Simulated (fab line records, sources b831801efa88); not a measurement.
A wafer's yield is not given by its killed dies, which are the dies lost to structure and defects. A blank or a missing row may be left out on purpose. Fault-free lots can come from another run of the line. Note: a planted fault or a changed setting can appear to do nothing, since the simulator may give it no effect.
Code-filled problem report in 8D (eight disciplines) form -- flow sky130 -- the parts of the form that need people (team, actions taken, sign-off) are left out

== 1. THE ISSUE ==
Mean of cd_nm at SKY_VT_ADJUST_HVTP_CD_MEAS_07: 363.7 nm across 2 wafers in 2 lots; on wafers with no fault it is 380.3 nm (standard deviation 2.5). Relative to the usual mean, that is a shift of -6.6 standard deviations.
The step: target cd 380 nm.
The first sign was on wafer L579.4 at day 11 05:00, on cd_sem-02. Wafers with a number at this step in the record: 39, from 13 lots. The rule behind "out" and "out of limits": a value lying over 4 standard deviations away from the usual mean. The rest of the wafers with a number are treated as sound.

== 2. WHAT IT IS AND WHAT IT IS NOT ==
question,is,is not
which readings at this step,cd_nm,-
which lots,"L579, L580","L560, L561, L562, L565, L568, L569, L571, L572, L574, L576, L582"
which wafers of those lots,"L579.4, L580.4","L579.2, L579.3, L580.3, L580.5"
read on which gauges,"cd_sem-01, cd_sem-02",-
when,from day 11 05:00,"up to then (32 sound wafers); but 5 sound wafers of L580, L582 came after"

== 3. SUSPECTS, AND WHAT RULES EACH OUT ==
Counting: any tool at a process step up to the reading remains a suspect provided it ran every lot that is out. Sound lots after the first of them don't rule it out here, since some wafers of a struck lot are sound.
- the gauge at SKY_VT_ADJUST_HVTP_CD_MEAS_07 has been ruled out. 2 gauges (cd_sem-01, cd_sem-02) read the wafers that are out.
- iline_stepper-01 at SKY_VT_ADJUST_HVTP_EXPOSE_04 (exposes mask HVTPM, target cd 380 nm): kept. It ran every lot that is out, first L579 (day 10 17:35); its last sound lot up to then is L574 (day 9 09:40).
Left after counting: iline_stepper-01 at SKY_VT_ADJUST_HVTP_EXPOSE_04.

== 4. THE CAUSE (what the simulator had put in) ==
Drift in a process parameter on iline_stepper-01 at SKY_VT_ADJUST_HVTP_EXPOSE_04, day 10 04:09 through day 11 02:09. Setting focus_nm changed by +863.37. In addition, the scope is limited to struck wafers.
This tool alone remained once counting was done.

== 5. SEQUENCE OF EFFECTS, ordered by route ==
One row per reading whose mean, taken over the struck wafers that have a number, lies over 3 standard deviations from the usual. Scope: only readings with a usual standard deviation given in the record; hours: median across lots of the time from each lot's start at the first step in this table that gives one to its start at this step; sigmas: change in usual standard deviations.
hours,step,reading,usual,on struck wafers,change,sigmas
0,SKY_VT_ADJUST_HVTP_CD_MEAS_07,cd_nm,380.3 nm,363.7,-16.6,-6.6

== 6. WHAT WOULD HAVE CAUGHT IT SOONER ==
In this record the first reading out of limits at a measuring or inspecting step was taken at day 11 05:00, 25 hours after the fault began at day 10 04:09.
Each of the lots that are out, 2 in all, had begun SKY_VT_ADJUST_HVTP_EXPOSE_04 on iline_stepper-01 no later than day 11 05:00. None of them would have been spared by holding the tool at that moment.
